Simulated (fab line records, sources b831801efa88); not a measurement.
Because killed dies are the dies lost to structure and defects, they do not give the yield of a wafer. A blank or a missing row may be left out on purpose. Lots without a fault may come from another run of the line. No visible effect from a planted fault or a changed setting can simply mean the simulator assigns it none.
fab line records	flow sky130
record: lots: 12	wafers: 36	last_day: 50
route steps=708 shown SONOS_TUNNEL@161 GATE_OXIDE@197 POLY_GATE@213 RES_PROTECT@214 PAD_OPEN@708
lots with no fault: from the same line, run without faults
start_h: the number of hours between the record's first day and the start of the first shown wafer of the lot	wait_h: hours elapsed since this lot's preceding step	" the same as in the row above	L1.1+2: several wafers, shown together as one row	- either no value or no given start	* or withheld: withheld	< > ~ a bound
route shown NAME@n: a module of which the file shows steps, and the number in the route of the first	usual: the fault-free wafers' mean and standard deviation	same: alike in all rows	chamber/n: place in a boat	sites: each site's reading	_std_site: standard deviation across them	_edge_site: mean of outer sites minus mean of inner sites	radius_mm: how far each site lies from the wafer's centre	mask NAME#n: copy n	behind: the most recent tool/chamber to have shaped the wafer	hold: reason for holding the lot/hours on hold/outcome of the hold	device: transistor that didn't switch, given as n, p or np	end of line: the tests these same wafers got at the end of their route	a step with no rows: only its recipe	killed: at the first sort, the dies lost to defects and structure; wafer yield is something else	map: the dies of a wafer, with x for killed, . for not killed, _ for no die there
set.NAME: the setting that was run; set.NAME@STEP: the one run at that earlier step	model.NAME: the simulator's own value behind a step, which no gauge read
a sample of lots followed through the steps of the route, with each step as a table and each wafer as a row
services: from which hour (start_h, from the record's first day; less than 0 if before it) a tool's chamber was out of use, for how many hours, and why
== steps ==
step: SKY_SONOS_TUNNEL_CD_MEAS_07
recipe: target_cd_nm: 410
usual: cd_nm: 409.2/1.9
lot.wafer	tool	chamber	start_h	wait_h	cd_nm
L297.3	cd_sem-02	-	247.34	0.1	405.6
L297.4	"	-	"	"	407.5
L297.5	"	-	"	"	411.4
L298.3	cd_sem-01	-	257.89	0.1	408.4
L298.4	"	-	"	"	407.9
L298.6	"	-	"	"	407.8
L300.2	cd_sem-01	-	282.92	0.1	408.1
L300.4	"	-	"	"	409.4
L300.5	"	-	"	"	408.5
L303.2	cd_sem-01	-	299.12	0.1	408.1
L303.5	"	-	"	"	409.4
L303.6	"	-	"	"	409.6
L307.1	cd_sem-02	-	327.45	0.1	409.6
L307.4	"	-	"	"	408.1
L307.6	"	-	"	"	409.1
L308.2	cd_sem-01	-	337.82	0.1	408.7
L308.3	"	-	"	"	407.7
L308.6	"	-	"	"	410.5
L314.1	cd_sem-02	-	383.03	0.1	408.4
L314.2	"	-	"	"	408.1
L314.6	"	-	"	"	409.4
L315.1	cd_sem-01	-	390.05	0.1	413.0
L315.4	"	-	"	"	411.1
L315.6	"	-	"	"	410.9
L316.2	cd_sem-02	-	400.05	0.1	406.0
L316.4	"	-	"	"	404.3
L316.6	"	-	"	"	406.0
L317.2	cd_sem-01	-	405.55	0.1	412.4
L317.5	"	-	"	"	414.2
L317.6	"	-	"	"	413.9
L318.2	cd_sem-02	-	413.20	0.1	411.5
L318.5	"	-	"	"	411.3
L318.6	"	-	"	"	410.1
L319.1	cd_sem-02	-	424.05	0.1	408.7
L319.2	"	-	"	"	407.7
L319.6	"	-	"	"	407.3
step: SKY_GATE_OXIDE_OVL_MEAS_10
usual: GATE_OXIDE_OVL: 0.4/1.6
lot.wafer	tool	chamber	start_h	wait_h	GATE_OXIDE_OVL[nm]
L297.3	overlay-02	-	303.84	0.1	1.8
L297.4	"	-	"	"	3.4
L297.5	"	-	"	"	1.6
L298.3	overlay-01	-	314.18	0.1	3.1
L298.4	"	-	"	"	3.2
L298.6	"	-	"	"	2.2
L300.2	overlay-01	-	345.81	0.1	0.8
L300.4	"	-	"	"	-0.5
L300.5	"	-	"	"	1.2
L303.2	overlay-02	-	362.44	0.1	1.3
L303.5	"	-	"	"	2.2
L303.6	"	-	"	"	3.0
L307.1	overlay-02	-	390.38	0.1	0.1
L307.4	"	-	"	"	1.2
L307.6	"	-	"	"	1.1
L308.2	overlay-01	-	404.47	0.1	1.3
L308.3	"	-	"	"	-0.6
L308.6	"	-	"	"	0.9
L314.1	overlay-01	-	455.16	0.1	2.0
L314.2	"	-	"	"	-0.8
L314.6	"	-	"	"	0.0
L315.1	overlay-02	-	460.41	0.1	1.6
L315.4	"	-	"	"	0.8
L315.6	"	-	"	"	2.0
L316.2	overlay-01	-	469.79	0.1	2.5
L316.4	"	-	"	"	0.4
L316.6	"	-	"	"	1.3
L317.2	overlay-02	-	476.52	0.1	0.4
L317.5	"	-	"	"	1.0
L317.6	"	-	"	"	0.0
L318.2	overlay-01	-	482.74	0.1	0.1
L318.5	"	-	"	"	0.7
L318.6	"	-	"	"	-1.0
L319.1	overlay-01	-	495.30	0.1	-3.1
L319.2	"	-	"	"	-1.7
L319.6	"	-	"	"	-1.8
step: SKY_POLY_GATE_IMPLANT_02
recipe: species: P	energy_kev: 30	dose_cm2: 7.7e+15	tilt_deg: 0
usual: beam_energy_keV: 29.998/0.0097	beam_on_s: 36.4/1.7	dose_ions_cm2: 7.699e+15/7.9e+12	tilt_deg: -0.002/0.017
lot.wafer	tool	chamber	start_h	wait_h	beam_energy_keV	beam_on_s	dose_ions_cm2	tilt_deg
L297.3	implanter-03	0	334.00	0.1	30.002	39.7	7.697e+15	-0.019
L297.4	"	0	"	"	30.003	38.7	7.695e+15	0.019
L297.5	"	0	"	"	30.001	38.8	7.705e+15	-0.008
L298.3	implanter-02	0	344.16	0.1	29.995	33.6	7.694e+15	0.004
L298.4	"	0	"	"	29.997	35.1	7.706e+15	-0.025
L298.6	"	0	"	"	29.986	34.9	7.707e+15	-0.043
L300.2	implanter-04	0	377.19	0.1	29.982	35.7	7.702e+15	0.004
L300.4	"	0	"	"	29.993	34.4	7.706e+15	-0.012
L300.5	"	0	"	"	29.989	35.3	7.695e+15	0.020
L303.2	implanter-03	0	395.87	0.1	30.017	38.8	7.702e+15	0.009
L303.5	"	0	"	"	30.004	38.4	7.692e+15	0.016
L303.6	"	0	"	"	30.001	37.6	7.694e+15	-0.006
L307.1	implanter-02	0	425.66	0.1	30.000	55.5	1.1814e+16	-0.001
L307.4	"	0	"	"	30.005	53.4	1.1817e+16	-0.008
L307.6	"	0	"	"	29.996	54.9	1.1803e+16	-0.004
L308.2	implanter-02	0	438.17	0.1	29.992	55.1	1.1818e+16	0.009
L308.3	"	0	"	"	29.994	54.4	1.1807e+16	0.018
L308.6	"	0	"	"	29.992	54.3	1.1817e+16	0.020
L314.1	implanter-04	0	490.55	0.1	30.009	34.6	7.688e+15	-0.013
L314.2	"	0	"	"	29.999	35.7	7.697e+15	-0.008
L314.6	"	0	"	"	30.005	35.0	7.697e+15	-0.026
L315.1	implanter-04	0	495.50	0.1	30.001	34.2	7.695e+15	-0.006
L315.4	"	0	"	"	29.977	33.9	7.704e+15	0.002
L315.6	"	0	"	"	30.001	34.8	7.681e+15	-0.019
L316.2	implanter-04	0	505.07	0.1	29.987	34.1	7.697e+15	-0.009
L316.4	"	0	"	"	30.001	35.1	7.697e+15	-0.003
L316.6	"	0	"	"	29.993	37.4	7.708e+15	0.012
L317.2	implanter-03	0	511.57	0.1	29.996	37.7	7.722e+15	-0.006
L317.5	"	0	"	"	29.989	39.0	7.71e+15	-0.009
L317.6	"	0	"	"	29.982	38.5	7.715e+15	0.005
L318.2	implanter-03	0	516.89	0.1	29.990	38.7	7.707e+15	-0.002
L318.5	"	0	"	"	30.002	38.3	7.693e+15	0.003
L318.6	"	0	"	"	29.999	39.7	7.708e+15	-0.023
L319.1	implanter-03	0	528.85	0.1	29.995	39.6	7.692e+15	-0.008
L319.2	"	0	"	"	30.012	39.0	7.691e+15	0.004
L319.6	"	0	"	"	30.008	38.1	7.681e+15	-0.031
step: SKY_RES_PROTECT_STRIP_07
recipe: chemistry: O2/N2	power_w: 1400	pressure_mtorr: 1500	platen_temp_c: withheld	o2_flow_sccm: 3000	n2_flow_sccm: 300	overash_fraction: 0.5
usual: drypump_motor_current_A: 5.54/0.27	oes_product_au: 0.518/0.0048	strip_time_to_endpoint_s: 23.30/0.051
lot.wafer	tool	chamber	start_h	wait_h	drypump_motor_current_A	oes_product_au	rf_hours_counter_h	strip_time_to_endpoint_s
L297.3	plasma_asher-03	1	334.13	0.1	5.68	0.509	-	23.26
L297.4	"	0	"	"	5.61	0.519	-	23.26
L297.5	"	0	"	"	5.60	0.519	-	23.25
L298.3	plasma_asher-04	1	344.30	0.1	5.37	0.516	-	23.34
L298.4	"	0	"	"	5.12	0.518	-	23.31
L298.6	"	1	"	"	5.35	0.518	-	23.32
L300.2	plasma_asher-04	0	377.31	0.1	5.12	0.519	69	23.43
L300.4	"	0	"	"	5.10	0.525	-	23.40
L300.5	"	0	"	"	5.11	0.507	-	23.40
L303.2	plasma_asher-04	1	396.00	0.1	5.37	0.514	71	23.21
L303.5	"	1	"	"	5.36	0.526	-	23.25
L303.6	"	0	"	"	5.11	0.515	-	23.25
L307.1	plasma_asher-03	0	425.81	0.1	5.61	0.500	30	24.91
L307.4	"	0	"	"	5.61	0.500	-	24.95
L307.6	"	1	"	"	5.71	0.504	-	24.96
L308.2	plasma_asher-02	0	438.30	0.1	6.02	0.504	1	24.80
L308.3	"	0	"	"	6.03	0.499	-	24.85
L308.6	"	0	"	"	6.02	0.491	-	24.90
L314.1	plasma_asher-03	0	490.70	0.1	5.58	0.524	36	23.26
L314.2	"	1	"	"	5.72	0.508	36	23.35
L314.6	"	0	"	"	5.56	0.521	-	23.27
L315.1	plasma_asher-03	0	495.65	0.1	5.64	0.514	37	23.29
L315.4	"	1	"	"	5.68	0.522	-	23.24
L315.6	"	1	"	"	5.70	0.520	-	23.30
L316.2	plasma_asher-03	1	505.20	0.1	5.72	0.524	37	23.28
L316.4	"	1	"	"	5.72	0.508	-	23.32
L316.6	"	0	"	"	5.61	0.519	-	23.29
L317.2	plasma_asher-03	1	511.70	0.1	5.70	0.516	38	23.25
L317.5	"	0	"	"	5.59	0.515	-	23.24
L317.6	"	1	"	"	5.70	0.519	-	23.27
L318.2	plasma_asher-02	1	517.01	0.1	5.39	0.525	9	23.33
L318.5	"	0	"	"	6.05	0.513	-	23.34
L318.6	"	1	"	"	5.35	0.514	-	23.31
L319.1	plasma_asher-04	0	529.00	0.1	5.10	0.520	84	23.35
L319.2	"	1	"	"	5.40	0.506	84	23.28
L319.6	"	0	"	"	5.10	0.516	-	23.28
step: SKY_POLY_GATE_THK_MEAS_04
recipe: reads: Si3N4_of_POLY_GATE_CVD_03
usual: POLY_GATE_CVD_03_THK: 74.5/0.51
lot.wafer	tool	chamber	start_h	wait_h	POLY_GATE_CVD_03_THK[nm]
L297.3	film_metro-01	-	335.81	0.0	74.6
L297.4	"	-	"	"	74.8
L297.5	"	-	"	"	74.3
L298.3	film_metro-01	-	346.91	0.0	73.6
L298.4	"	-	"	"	73.3
L298.6	"	-	"	"	73.9
L300.2	film_metro-04	-	380.51	0.0	75.6
L300.4	"	-	"	"	75.3
L300.5	"	-	"	"	74.8
L303.2	film_metro-01	-	397.75	0.0	74.1
L303.5	"	-	"	"	74.1
L303.6	"	-	"	"	74.2
L307.1	film_metro-03	-	428.06	0.0	73.9
L307.4	"	-	"	"	73.9
L307.6	"	-	"	"	74.0
L308.2	film_metro-03	-	439.88	0.0	74.1
L308.3	"	-	"	"	73.8
L308.6	"	-	"	"	74.1
L314.1	film_metro-04	-	492.27	0.0	73.8
L314.2	"	-	"	"	73.4
L314.6	"	-	"	"	74.0
L315.1	film_metro-04	-	497.22	0.0	75.1
L315.4	"	-	"	"	74.7
L315.6	"	-	"	"	75.2
L316.2	film_metro-03	-	506.78	0.0	75.1
L316.4	"	-	"	"	74.8
L316.6	"	-	"	"	74.9
L317.2	film_metro-01	-	513.28	0.0	74.9
L317.5	"	-	"	"	74.5
L317.6	"	-	"	"	75.1
L318.2	film_metro-04	-	518.59	0.0	74.6
L318.5	"	-	"	"	74.5
L318.6	"	-	"	"	75.0
L319.1	film_metro-01	-	530.57	0.0	74.6
L319.2	"	-	"	"	74.5
L319.6	"	-	"	"	74.2
step: SKY_PAD_OPEN_PROBE_99
usual: killed_at_M0_to_M3: 43/6.9	killed_at_M4_up: 3.1/1.8	killed_at_contacts: 24/5.1	killed_at_front_end: 15/4.8	killed_at_other: 0.3/0.48	killed_dies: 86/8.9	killed_open: 47/6.8	killed_short: 39/6.3
same: gross_dies: 492	killed_at_back_side: 0
lot.wafer	tool	chamber	start_h	wait_h	killed_at_M0_to_M3	killed_at_M4_up	killed_at_contacts	killed_at_front_end	killed_at_other	killed_dies	killed_open	killed_short
L300.2	prober-01	-	1103.14	0.1	40	7	19	16	1	83	37	46
L300.4	prober-01	-	1103.24	0.2	32	0	37	13	0	82	46	36
L300.5	prober-01	-	1103.29	0.2	39	1	24	20	0	84	41	43
L303.2	prober-02	-	1114.83	0.1	49	3	20	14	1	87	48	39
L303.5	prober-02	-	1114.98	0.2	45	3	26	11	0	85	50	33
L303.6	prober-02	-	1115.03	0.2	45	4	30	24	0	103	58	45
L307.1	prober-02	-	1136.77	0.1	48	4	31	12	0	95	49	45
L307.4	prober-02	-	1136.92	0.2	40	4	29	19	0	92	42	49
L307.6	prober-02	-	1137.02	0.2	42	3	22	9	1	77	52	24
L308.2	prober-01	-	1144.63	0.1	34	3	27	12	0	76	37	39
L308.3	prober-01	-	1144.68	0.2	38	2	25	27	1	93	42	51
L308.6	prober-01	-	1144.83	0.2	40	2	30	26	2	100	50	50
L314.1	prober-01	-	1173.85	0.1	41	2	16	15	1	75	43	30
L314.2	prober-01	-	1173.90	0.1	47	5	23	18	0	93	50	43
L314.6	prober-01	-	1174.10	0.2	35	2	22	9	0	68	37	31
L317.2	prober-02	-	1189.07	0.1	49	1	13	14	1	78	53	24
L317.5	prober-02	-	1189.22	0.2	41	1	27	17	0	86	42	44
L317.6	prober-02	-	1189.27	0.2	43	3	21	15	0	82	40	41
killed by level:class
L300.2 CONTACT:geometric_particle:open=7 VIA2:geometric_particle:open=7 METAL4:geometric_particle:short=7 VIA1:geometric_particle:short=5 METAL2:geometric_particle:short=5 VIA3:geometric_particle:open=5 VIA1:geometric_particle:open=4 CONTACT:geometric_particle:short=4
L300.4 CONTACT:geometric_particle:open=13 CONTACT:geometric_particle:short=10 LI_CONTACT:geometric_particle:open=7 VIA1:geometric_particle:open=7 VIA2:geometric_particle:open=6 VIA1:geometric_particle:short=5 LOCAL_INTERCONNECT:geometric_particle:short=5 VIA3:geometric_particle:open=5
L300.5 FIELD_ISO:geometric_particle:open=9 CONTACT:geometric_particle:open=9 LI_CONTACT:geometric_particle:open=6 CONTACT:geometric_particle:short=6 METAL2:geometric_particle:short=6 VIA2:geometric_particle:open=6 VIA3:geometric_particle:short=5 POLY_GATE:geometric_particle:short=4
L303.2 VIA2:geometric_particle:open=14 VIA3:geometric_particle:open=9 VIA1:geometric_particle:open=8 LI_CONTACT:geometric_particle:open=5 FIELD_ISO:geometric_particle:open=4 POLY_GATE:geometric_particle:short=4 CONTACT:geometric_particle:open=4 CONTACT:geometric_particle:short=4
L303.5 VIA1:geometric_particle:open=17 CONTACT:geometric_particle:open=8 METAL2:geometric_particle:short=6 VIA2:geometric_particle:open=6 VIA3:geometric_particle:open=6 LOCAL_INTERCONNECT:geometric_particle:short=5 FIELD_ISO:geometric_particle:short=4 POLY_GATE:geometric_particle:open=4
L303.6 VIA1:geometric_particle:open=11 LI_CONTACT:geometric_particle:open=9 CONTACT:geometric_particle:open=9 FIELD_ISO:geometric_particle:open=8 LOCAL_INTERCONNECT:geometric_particle:short=8 VIA2:geometric_particle:open=7 POLY_GATE:geometric_particle:short=6 VIA1:geometric_particle:short=5
L307.1 VIA1:geometric_particle:open=12 LI_CONTACT:geometric_particle:open=10 VIA3:geometric_particle:open=10 LI_CONTACT:geometric_particle:short=6 LOCAL_INTERCONNECT:geometric_particle:short=6 METAL2:geometric_particle:short=6 VIA2:geometric_particle:open=6 VIA2:geometric_particle:short=5
L307.4 CONTACT:geometric_particle:open=10 METAL2:geometric_particle:short=9 LOCAL_INTERCONNECT:geometric_particle:short=8 VIA2:geometric_particle:open=7 FIELD_ISO:geometric_particle:short=6 LI_CONTACT:geometric_particle:open=6 VIA1:geometric_particle:open=6 VIA3:geometric_particle:open=5
L307.6 VIA1:geometric_particle:open=11 VIA2:geometric_particle:open=10 LI_CONTACT:geometric_particle:open=9 CONTACT:geometric_particle:open=6 VIA3:geometric_particle:open=5 CONTACT:geometric_particle:short=4 VIA1:geometric_particle:short=4 FIELD_ISO:geometric_particle:open=3
L308.2 CONTACT:geometric_particle:open=8 LI_CONTACT:geometric_particle:open=7 VIA2:geometric_particle:open=7 CONTACT:geometric_particle:short=5 METAL2:geometric_particle:short=5 LOCAL_INTERCONNECT:geometric_particle:short=4 METAL1:geometric_particle:short=4 VIA1:geometric_particle:open=4
L308.3 VIA3:geometric_particle:open=9 FIELD_ISO:geometric_particle:open=8 CONTACT:geometric_particle:open=8 LI_CONTACT:geometric_particle:open=7 METAL1:geometric_particle:short=7 VIA1:geometric_particle:short=6 METAL2:geometric_particle:short=5 SPACER:geometric_particle:open=4
L308.6 CONTACT:geometric_particle:open=10 VIA3:geometric_particle:open=9 POLY_GATE:geometric_particle:short=8 METAL1:geometric_particle:short=7 FIELD_ISO:geometric_particle:short=6 LI_CONTACT:geometric_particle:open=6 VIA2:geometric_particle:open=6 LOCAL_INTERCONNECT:geometric_particle:short=6
L314.1 VIA1:geometric_particle:open=11 VIA3:geometric_particle:open=7 CONTACT:geometric_particle:open=6 VIA2:geometric_particle:open=6 VIA1:geometric_particle:short=5 FIELD_ISO:geometric_particle:open=4 POLY_GATE:geometric_particle:short=4 LI_CONTACT:geometric_particle:short=3
L314.2 VIA1:geometric_particle:open=16 CONTACT:geometric_particle:open=8 VIA2:geometric_particle:open=7 FIELD_ISO:geometric_particle:short=6 METAL1:geometric_particle:short=6 LI_CONTACT:geometric_particle:open=5 CONTACT:geometric_particle:short=5 METAL2:geometric_particle:short=5
L314.6 CONTACT:geometric_particle:open=11 VIA1:geometric_particle:open=7 VIA3:geometric_particle:open=6 LI_CONTACT:geometric_particle:open=5 METAL3:geometric_particle:short=5 CONTACT:geometric_particle:short=4 METAL1:geometric_particle:short=3 VIA2:geometric_particle:open=3
L317.2 VIA1:geometric_particle:open=13 VIA2:geometric_particle:open=10 CONTACT:geometric_particle:open=8 VIA3:geometric_particle:open=5 POLY_GATE:geometric_particle:short=4 METAL2:geometric_particle:short=4 METAL1:geometric_particle:short=4 VIA1:geometric_particle:short=4
L317.5 CONTACT:geometric_particle:open=13 METAL1:geometric_particle:short=11 VIA1:geometric_particle:open=9 METAL2:geometric_particle:short=6 LOCAL_INTERCONNECT:geometric_particle:short=5 FIELD_ISO:geometric_particle:short=4 POLY_GATE:geometric_particle:open=4 METAL3:geometric_particle:short=4
L317.6 CONTACT:geometric_particle:open=12 VIA1:geometric_particle:open=9 POLY_GATE:geometric_particle:short=7 VIA1:geometric_particle:short=6 METAL3:geometric_particle:short=5 METAL1:geometric_particle:short=5 VIA3:geometric_particle:open=5 CONTACT:geometric_particle:short=4
== services ==
tool	chamber	start_h	hours	kind
implanter-04	-	314.05	3.7	pm
implanter-02	-	314.58	4.9	pm
implanter-02	-	320.68	2.8	repair
plasma_asher-03	-	322.17	3.6	repair
plasma_asher-03	-	340.89	4.2	repair
implanter-04	-	353.44	1.3	repair
implanter-04	-	378.23	1.1	repair
plasma_asher-02	-	421.25	9.0	pm
plasma_asher-02	0	421.25	9.0	vent_cycle
plasma_asher-02	1	421.25	9.0	vent_cycle
plasma_asher-02	0	430.25	-	clean
plasma_asher-02	1	430.25	-	clean
implanter-03	-	448.23	2.5	repair
implanter-03	-	489.25	5.9	repair
implanter-04	-	518.11	2.1	pm
== key ==
first_sign: step: SKY_POLY_GATE_IMPLANT_02	reading: dose_ions_cm2	direction: up	sigmas: 99+	usual: *	struck: *
effect: step: SKY_POLY_GATE_IMPLANT_02	reading: beam_on_s	direction: up	sigmas: 11	usual: 36.4	struck: 54.6
effect: step: SKY_RES_PROTECT_STRIP_07	reading: strip_time_to_endpoint_s	direction: up	sigmas: 31	usual: *	struck: *
met_at SKY_POLY_GATE_IMPLANT_02
struck_lots L307,L308
tester_left_out L307,L308
not_acting_at SKY_SONOS_TUNNEL_CD_MEAS_07,SKY_GATE_OXIDE_OVL_MEAS_10,SKY_POLY_GATE_THK_MEAS_04
onset_between 344.16 425.66
fault: kind: process_parameter_drift	tool: implanter-02	chamber: -	onset_h: 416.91	steps: SKY_POLY_GATE_IMPLANT_02	channel: dose_cm2	offset: *	shape: step	end_h: 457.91	acts_in: *	stated: *
tester_left_out: of these lots the tester's yield and bins aren't shown, on N5 and GAA mostly nor the transistor test; their killed dies are dies lost to structure and defects alone, not to doping, threshold or leakage, so they don't give the yield
